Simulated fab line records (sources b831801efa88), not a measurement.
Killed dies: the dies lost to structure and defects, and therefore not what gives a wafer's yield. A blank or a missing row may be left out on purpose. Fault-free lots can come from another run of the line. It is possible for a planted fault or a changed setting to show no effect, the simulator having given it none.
Comparing a struck lot with a sound one | flow gf180mcu | 17 out of 602 route steps
Sound: these wafers, L185.2, L185.4, L185.6. Struck: wafer L191.1. (L191.5 of the same lot was not struck and is left out.) The cause comes at the end.
Order at every step that has rows: each side's tool, ch and its chambers, its first start. Under that, the readings that differ: sound wafers | struck wafers | difference of the means | sigmas: that difference in standard deviations of wafers without a fault.
alike: words and numbers the same on both sides, and readings whose means are apart by under 2 such deviations; not compared: readings that were withheld, readings missing a value for some wafer, numbers with overlapping values and no deviation given by the record, and bounds like >300 which may hide the same value.
The two part at a step that has a row with sigmas, a row that says differs or no value, or rows on one side only. Numbers that have no deviation but don't overlap get no sigmas and don't part them. A reading that every wafer of one side lacks parts them only if that side has two wafers or more.

first, 1 step without rows for these wafers: GF_STI_OXIDATION_01 (stabilise 600 s, purge 300 s, target thk 10 nm).
GF_STI_THK_MEAS_02:
  struck on film metro-04, day 4 06:17; sound on film metro-03, day 2 22:31
  alike: STI_OXIDATION_THK
then, 1 step without rows for these wafers: GF_STI_CVD_03 (deposits Si3N4 from DCS/NH3, target thk 207.16 nm, time 3551 s).
GF_STI_THK_MEAS_04:
  struck on film metro-02, day 4 08:20; sound on film metro-02, day 3 00:34
  alike: STI_CVD_03_THK
then, 7 steps without rows for these wafers: GF_STI_DEHYDRATE_05 (time 60 s); GF_STI_HMDS_06 (prime time 60 s); GF_STI_COAT_07 (resist thk 700 nm); GF_STI_SOFTBAKE_08 (time 60 s); GF_STI_EXPOSE_09 (exposes mask COMP, target cd 220 nm); GF_STI_PEB_10 (peb time 90 s); GF_STI_DEVELOP_11 (develop time 60 s).
GF_STI_CD_MEAS_12: the cd target is 220 nm.
  struck on cd sem-01, day 4 20:58; sound on cd sem-02, day 3 12:12
  alike: cd nm
GF_STI_ETCH_13: etches the open film in CHF3/O2, stops on Si, target depth 282.31 nm, time 112.9 s.
  sound on rie diel-01 ch 0,1,3, day 3 12:18; struck on rie diel-01 ch 2, day 4 21:05
  reading                              | sound             | struck | difference | sigmas
  oes product au (a.u.)                | 0.838 0.846 0.842 | 0.793  | -0.049     | -7
  model.KrF_of_STI_COAT_07.thk nm (nm) | 442.7 437.8 436.9 | 413.7  | -25.4      |
  alike: drypump motor current A, rf fwd power W, throttle valve pct
  not compared: rf hours counter h
GF_STI_ETCH_14: etches Si in HBr/Cl2/O2, target depth 360 nm, time 102.9 s.
  sound on rie si-01 ch 2,3, day 3 12:23; struck on rie si-02 ch 0, day 4 21:10
  reading                              | sound             | struck | difference | sigmas
  model.KrF_of_STI_COAT_07.thk nm (nm) | 322.9 319.5 316.3 | 295.6  | -24.0      |
  alike: drypump motor current A, oes product au, rf fwd power W, throttle valve pct
  not compared: rf hours counter h
GF_STI_STRIP_15: strips in O2/N2.
  sound on plasma asher-04 ch 0,1, day 3 12:27; struck on plasma asher-02 ch 0, day 4 21:14
  reading                      | sound          | struck | difference | sigmas
  strip time to endpoint s (s) | 3.76 3.72 3.68 | 3.47   | -0.25      | -5
  alike: drypump motor current A, heater power w, oes product au
  not compared: rf hours counter h
then, 1 step without rows for these wafers: GF_STI_CLEAN_16 (cleans in dHF, time 25 s).
GF_PASSIVATION_PROBE_99:
  the record holds rows for the sound wafers here (prober-02, day 31 07:19) but none for the struck ones

WHERE THEY PART
At GF_STI_ETCH_13 first; at GF_PASSIVATION_PROBE_99 last (within this record only).

WHY: the cause the simulator had injected
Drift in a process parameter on rie diel-01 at GF_STI_ETCH_13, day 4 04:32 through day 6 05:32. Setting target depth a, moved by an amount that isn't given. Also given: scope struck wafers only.
